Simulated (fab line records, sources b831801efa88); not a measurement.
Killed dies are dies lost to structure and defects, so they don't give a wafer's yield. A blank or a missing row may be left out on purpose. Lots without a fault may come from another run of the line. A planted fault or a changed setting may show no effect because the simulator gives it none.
fab line records | flow sky130
record lots=13 wafers=39 last_day=50
route steps=708 shown METAL2@499 VIA2@507 PAD_OPEN@708
lots that met no fault: from a run of the same line without faults
start_h: hours from the record's first day to the start of the lot's first wafer shown | wait_h: hours since the lot's step before | " the same as in the row above | L1.1+2: a row that stands for several wafers | - no value, or no start given | * or withheld: withheld | < > ~ a bound
route shown NAME@n: a module of which the file shows steps, and the number in the route of the first | usual: mean/standard deviation of fault-free wafers | same: alike in all rows | chamber/n: place in a boat | sites: the reading at each site | _std_site: their standard deviation | _edge_site: outer sites' mean less inner sites' | radius_mm: how far each site lies from the wafer's centre | mask NAME#n: copy n | behind: the tool/chamber that last shaped the wafer | hold: why the lot was held/for how many hours/how that ended | device: the transistor (n, p or np) that didn't switch | end of line: the same wafers' tests at the end of the route | a step without rows: its recipe alone | killed: dies lost to structure and defects at the first sort, not the wafer's yield | map: a wafer's dies, x killed, . not, _ none there
set.NAME: the setting as run; set.NAME@STEP: as run at that earlier step | model.NAME: the simulator's own value behind a step, which no gauge read
steps of the route over a sample of lots; a table a step, a row a wafer
services: from which hour (start_h, from the record's first day; less than 0 if before it) a tool's chamber was out of use, for how many hours, and why
## steps
# step SKY_METAL2_OVL_MEAS_16
# usual METAL2_OVL=5/5.2
# columns lot.wafer tool chamber start_h wait_h METAL2_OVL[nm]
L360.2 overlay-01 - 815.90 0.1 -1
L360.3 " - " " 5
L360.4 " - " " 0
L362.2 overlay-02 - 846.26 0.1 6
L362.3 " - " " 3
L362.5 " - " " 3
L367.1 overlay-02 - 880.83 0.1 8
L367.3 " - " " 2
L367.4 " - " " 12
L370.3 overlay-02 - 906.26 0.1 4
L370.5 " - " " 11
L370.6 " - " " -3
L373.1 overlay-02 - 920.63 0.1 5
L373.2 " - " " -4
L373.4 " - " " 4
L375.4 overlay-02 - 945.10 0.5 5
L375.5 " - " " 5
L375.6 " - " " -2
L377.3 overlay-02 - 947.34 0.1 -4
L377.4 " - " " 8
L377.6 " - " " 5
L376.1 overlay-02 - 953.03 0.1 19
L376.2 " - " " 7
L376.5 " - " " 11
L378.2 overlay-01 - 953.99 0.1 10
L378.3 " - " " 10
L378.4 " - " " 9
L379.1 overlay-01 - 965.85 0.1 6
L379.2 " - " " 0
L379.6 " - " " 0
L380.1 overlay-02 - 967.05 0.1 -2
L380.5 " - " " 4
L380.6 " - " " 11
L382.3 overlay-02 - 970.76 0.1 6
L382.4 " - " " 4
L382.6 " - " " 2
L383.2 overlay-01 - 987.56 0.1 14
L383.4 " - " " 10
L383.5 " - " " 3
# step SKY_METAL2_DESCUM_17
# recipe chemistry=O2 source_power_w=150 bias_power_w=0 pressure_mtorr=10 temp_c=40 time_s=8
# usual drypump_motor_current_A=5.7/0.44 oes_product_au=1.001/0.0086 temp_c=40.00/0.11
# columns lot.wafer tool chamber start_h wait_h drypump_motor_current_A oes_product_au rf_hours_counter_h temp_c
L360.2 rie_metal-01 0 815.93 0.0 6.3 1.005 5 40.05
L360.3 " 0 " " 6.3 0.998 - 40.19
L360.4 " 1 " " 5.4 1.005 - 39.82
L362.2 rie_metal-03 0 846.29 0.0 5.2 1.005 9 39.83
L362.3 " 1 " " 6.2 0.995 - 39.76
L362.5 " 0 " " 5.2 1.000 - 40.14
L367.1 rie_metal-01 0 880.87 0.0 6.2 1.008 8 40.02
L367.3 " 1 " " 5.4 1.001 - 40.05
L367.4 " 0 " " 6.2 1.001 - 39.96
L370.3 rie_metal-01 0 906.30 0.0 6.3 1.009 - 39.87
L370.5 " 1 " " 5.3 0.993 - 40.08
L370.6 " 0 " " 6.3 0.994 - 39.98
L373.1 rie_metal-01 1 920.67 0.0 5.3 0.993 11 40.14
L373.2 " 0 " " 6.3 0.984 10 39.87
L373.4 " 0 " " 6.3 0.986 - 40.03
L375.4 rie_metal-01 0 945.13 0.0 6.3 1.008 - 39.91
L375.5 " 0 " " 6.3 1.009 - 39.97
L375.6 " 1 " " 5.4 1.005 - 39.96
L377.3 rie_metal-03 0 947.39 0.0 5.2 1.001 - 40.11
L377.4 " 0 " " 5.2 1.003 - 40.16
L377.6 " 0 " " 5.2 0.998 - 39.94
L376.1 rie_metal-01 0 953.07 0.0 6.3 0.994 11 40.09
L376.2 " 1 " " 5.4 1.011 13 40.04
L376.5 " 0 " " 6.3 1.001 - 40.06
L378.2 rie_metal-04 1 954.02 0.0 5.4 0.992 12 40.04
L378.3 " 1 " " 5.4 0.999 - 40.17
L378.4 " 0 " " 5.8 0.996 - 39.92
L379.1 rie_metal-01 0 965.89 0.0 6.3 1.005 12 40.22
L379.2 " 1 " " 5.3 0.998 14 40.09
L379.6 " 1 " " 5.4 1.003 - 40.05
L380.1 rie_metal-03 0 967.09 0.0 5.2 1.002 14 39.82
L380.5 " 1 " " 6.2 1.017 - 39.83
L380.6 " 0 " " 5.2 1.000 - 39.92
L382.3 rie_metal-04 1 970.80 0.0 5.3 0.999 - 40.03
L382.4 " 0 " " 5.9 0.997 - 39.89
L382.6 " 1 " " 5.4 0.994 - 40.15
L383.2 rie_metal-03 0 987.59 0.0 5.2 1.008 15 40.09
L383.4 " 0 " " 5.2 1.002 - 40.01
L383.5 " 0 " " 5.2 1.006 - 40.13
# step SKY_METAL2_METAL_ETCH_19
# recipe target_depth_a=3600 stop_on=SiO2 over_etch_frac=0.311 time_s=78 chemistry=Cl2/BCl3 resist_sidewall_deg=88 pressure_mtorr=10 icp_w=900 bias_w=48.5 Cl2_flow_sccm=60 bcl3_flow_sccm=30
# usual drypump_motor_current_A=5.7/0.44 oes_product_au=0.849/0.0068 throttle_valve_pct=22.262/0.0094
# columns lot.wafer tool chamber start_h wait_h drypump_motor_current_A oes_product_au rf_hours_counter_h throttle_valve_pct
L360.2 rie_metal-01 0 816.03 0.0 6.3 0.840 5 22.268
L360.3 " 0 " " 6.3 0.846 - 22.254
L360.4 " 1 " " 5.4 0.844 - 22.263
L362.2 rie_metal-03 0 846.38 0.0 5.2 0.851 9 22.251
L362.3 " 1 " " 6.2 0.845 - 22.285
L362.5 " 0 " " 5.2 0.848 - 22.253
L367.1 rie_metal-01 0 880.96 0.0 6.2 0.852 8 22.265
L367.3 " 1 " " 5.4 0.859 - 22.247
L367.4 " 0 " " 6.3 0.855 - 22.267
L370.3 rie_metal-01 0 906.41 0.1 6.3 0.846 - 22.266
L370.5 " 1 " " 5.4 0.844 - 22.266
L370.6 " 0 " " 6.3 0.849 - 22.261
L373.1 rie_metal-01 1 920.76 0.0 5.4 0.853 11 22.272
L373.2 " 0 " " 6.3 0.859 10 22.263
L373.4 " 0 " " 6.3 0.847 - 22.264
L375.4 rie_metal-01 0 945.24 0.1 6.3 0.855 - 22.244
L375.5 " 0 " " 6.3 0.845 - 22.256
L375.6 " 1 " " 5.4 0.849 - 22.245
L377.3 rie_metal-03 0 947.62 0.1 5.2 0.848 - 22.266
L377.4 " 0 " " 5.2 0.851 - 22.250
L377.6 " 0 " " 5.2 0.854 - 22.265
L376.1 rie_metal-01 0 953.16 0.0 6.3 0.852 11 22.259
L376.2 " 1 " " 5.4 0.844 13 22.250
L376.5 " 0 " " 6.3 0.839 - 22.237
L378.2 rie_metal-04 1 954.11 0.0 5.3 0.854 12 22.265
L378.3 " 1 " " 5.3 0.839 - 22.274
L378.4 " 0 " " 5.8 0.838 - 22.268
L379.1 rie_metal-01 0 965.98 0.0 6.2 0.851 12 22.257
L379.2 " 1 " " 5.4 0.845 14 22.259
L379.6 " 1 " " 5.4 0.831 - 22.263
L380.1 rie_metal-03 0 967.18 0.0 5.2 0.849 14 22.263
L380.5 " 1 " " 6.2 0.844 - 22.252
L380.6 " 0 " " 5.2 0.834 - 22.263
L382.3 rie_metal-04 1 970.91 0.1 5.3 0.841 - 22.251
L382.4 " 0 " " 5.8 0.853 - 22.254
L382.6 " 1 " " 5.3 0.852 - 22.268
L383.2 rie_metal-03 0 987.68 0.0 5.1 0.855 15 22.254
L383.4 " 0 " " 5.2 0.854 - 22.264
L383.5 " 0 " " 5.2 0.851 - 22.245
# step SKY_VIA2_HDPCVD_00
# recipe material=SiO2 target_thk_nm=1180 sigma_open_frac=0.3 time_s=196.7 temp_c=400 sih4_flow_sccm=60 pressure_mtorr=6
# columns lot.wafer tool chamber start_h wait_h
L360.2+3+4 hdpcvd-02 0,1,0 816.74 0.0
L362.2+3+5 hdpcvd-02 0,2,2 847.06 0.0
L362.2+3+5 hdpcvd-02 0,2,2 847.35 0.2
L367.1+3+4 hdpcvd-01 0,1,0 881.65 0.0
L367.1+3+4 hdpcvd-01 0,1,0 881.94 0.2
L370.3+5+6 hdpcvd-01 1,1,2 907.07 0.0
L370.3+5+6 hdpcvd-01 1,1,2 907.36 0.2
L373.1+2+4 hdpcvd-01 1,0,2 921.48 0.0
L375.4+5+6 hdpcvd-01 0,1,2 945.96 0.1
L377.3+4+6 hdpcvd-01 0,1,1 948.39 0.1
L376.1+2+5 hdpcvd-02 0,2,2 953.84 0.0
L378.2+3+4 hdpcvd-02 2,1,0 954.79 0.0
L379.1+2+6 hdpcvd-01 1,2,0 966.67 0.0
L380.1+5+6 hdpcvd-01 2,0,1 967.90 0.0
L382.3+4+6 hdpcvd-02 0,0,2 971.56 0.0
L383.2+4+5 hdpcvd-01 1,0,2 988.36 0.0
# step SKY_VIA2_THK_MEAS_01
# recipe reads=SiO2_of_VIA2_HDPCVD_00
# usual VIA2_HDPCVD_THK=1175/17
# columns lot.wafer tool chamber start_h wait_h VIA2_HDPCVD_THK[nm]
L360.2 film_metro-03 - 816.88 0.1 1186
L360.3 " - " " 1171
L360.4 " - " " 1186
L362.2 film_metro-02 - 847.49 0.1 2381
L362.3 " - " " 2346
L362.5 " - " " 2338
L362.2 film_metro-02 - 847.72 0.2 2382
L362.3 " - " " 2345
L362.5 " - " " 2341
L367.1 film_metro-04 - 882.11 0.1 2332
L367.3 " - " " 2376
L367.4 " - " " 2362
L367.1 film_metro-04 - 882.34 0.2 2334
L367.3 " - " " 2376
L367.4 " - " " 2364
L370.3 film_metro-02 - 907.57 0.1 2360
L370.5 " - " " 2378
L370.6 " - " " 2372
L370.3 film_metro-02 - 907.85 0.3 2359
L370.5 " - " " 2379
L370.6 " - " " 2372
L373.1 film_metro-04 - 921.61 0.1 1173
L373.2 " - " " 1167
L373.4 " - " " 1170
L375.4 film_metro-04 - 946.05 0.0 1173
L375.5 " - " " 1189
L375.6 " - " " 1170
L377.3 film_metro-02 - 948.54 0.1 1155
L377.4 " - " " 1168
L377.6 " - " " 1165
L376.1 film_metro-02 - 953.97 0.1 1187
L376.2 " - " " 1156
L376.5 " - " " 1160
L378.2 film_metro-02 - 954.93 0.1 1170
L378.3 " - " " 1151
L378.4 " - " " 1197
L379.1 film_metro-02 - 966.79 0.1 1211
L379.2 " - " " 1201
L379.6 " - " " 1175
L380.1 film_metro-04 - 968.03 0.1 1190
L380.5 " - " " 1159
L380.6 " - " " 1192
L382.3 film_metro-03 - 971.71 0.1 1181
L382.4 " - " " 1174
L382.6 " - " " 1166
L383.2 film_metro-02 - 988.50 0.1 1213
L383.4 " - " " 1172
L383.5 " - " " 1206
# step SKY_PAD_OPEN_PROBE_99
# usual defect_limited_yield=82.7/1.8 killed_at_M0_to_M3=42/7.5 killed_at_M4_up=3.2/1.7 killed_at_contacts=24/5.1 killed_at_front_end=15/4.1 killed_at_other=0.3/0.58 killed_dies=85/8.9 killed_open=46/6.4 killed_short=39/6 sort_bin_3_pad_short=0.9/0.4 sort_bin_5_function=10.1/1.6 sort_bin_6_memory=6.3/1 sort_bin_8_speed=0.00/0.024 sort_n_pass=407/9 sort_yield_pct=82.7/1.8
# same gross_dies=492 killed_at_back_side=0 sort_bin_4_leakage[%]=0
# columns lot.wafer tool chamber start_h wait_h defect_limited_yield[%] killed_at_M0_to_M3 killed_at_M4_up killed_at_contacts killed_at_front_end killed_at_other killed_dies killed_open killed_short sort_bin_3_pad_short[%] sort_bin_5_function[%] sort_bin_6_memory[%] sort_bin_8_speed[%] sort_n_pass sort_yield_pct[%]
L373.1 prober-02 - 1154.01 0.1 82.7 54 2 19 10 0 85 45 40 0.4 9.8 7.1 0 407 82.7
L373.2 prober-02 - 1154.06 0.1 81.7 53 5 21 11 0 90 50 40 0.2 11.0 7.1 0 402 81.7
L373.4 prober-02 - 1154.16 0.2 81.5 49 3 26 13 0 91 51 39 1.4 8.7 8.3 0 401 81.5
# killed by level:class
L373.1 VIA1:geometric_particle:open=11 METAL1:geometric_particle:short=8 VIA2:geometric_particle:open=8 CONTACT:geometric_particle:open=7 VIA3:geometric_particle:open=7 CONTACT:geometric_particle:short=4 VIA3:geometric_particle:short=4 LI_CONTACT:geometric_particle:open=3
L373.2 CONTACT:geometric_particle:open=11 VIA1:geometric_particle:open=11 VIA1:geometric_particle:short=8 VIA2:geometric_particle:open=8 VIA3:geometric_particle:open=6 METAL1:geometric_particle:short=6 LI_CONTACT:geometric_particle:open=4 METAL3:geometric_particle:short=4
L373.4 CONTACT:geometric_particle:open=15 VIA1:geometric_particle:open=10 METAL2:geometric_particle:short=9 VIA2:geometric_particle:open=6 VIA3:geometric_particle:open=6 POLY_GATE:geometric_particle:short=5 VIA2:geometric_particle:short=5 LI_CONTACT:geometric_particle:open=4
## services
# columns tool chamber start_h hours kind
hdpcvd-01 2 843.65 6.4 repair
hdpcvd-01 1 856.11 5.4 repair
hdpcvd-01 0 930.12 4.1 repair
hdpcvd-02 - 930.60 0.7 repair
rie_metal-03 1 946.42 - clean
rie_metal-03 1 946.42 18.1 scheduled_down
rie_metal-03 1 946.42 18.1 vent_cycle
hdpcvd-01 2 946.85 3.4 repair
hdpcvd-01 - 950.25 15.0 pm
hdpcvd-01 0 950.25 15.0 vent_cycle
hdpcvd-01 1 950.25 15.0 vent_cycle
hdpcvd-01 2 950.25 15.0 vent_cycle
hdpcvd-01 0 965.25 - clean
hdpcvd-01 1 965.25 - clean
hdpcvd-01 2 965.25 - clean
## key
first_sign step=SKY_VIA2_HDPCVD_00 reading=visit direction=added
effect step=SKY_VIA2_THK_MEAS_01 reading=visit direction=added
effect step=SKY_VIA2_THK_MEAS_01 reading=VIA2_HDPCVD_THK direction=up sigmas=71 usual=1175 struck=2361
met_at SKY_VIA2_HDPCVD_00
struck_lots L362,L367,L370
scrapped_behind SKY_VIA2_THK_MEAS_01 L362.2,L362.3,L362.5,L367.1,L367.3,L367.4,L370.3,L370.5,L370.6
not_acting_at SKY_METAL2_OVL_MEAS_16,SKY_METAL2_DESCUM_17,SKY_METAL2_METAL_ETCH_19
fault kind=repeated_step_whole tool=hdpcvd-01,hdpcvd-02 chamber=- onset_h=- steps=SKY_VIA2_HDPCVD_00 times=1 scope=struck_lots_only
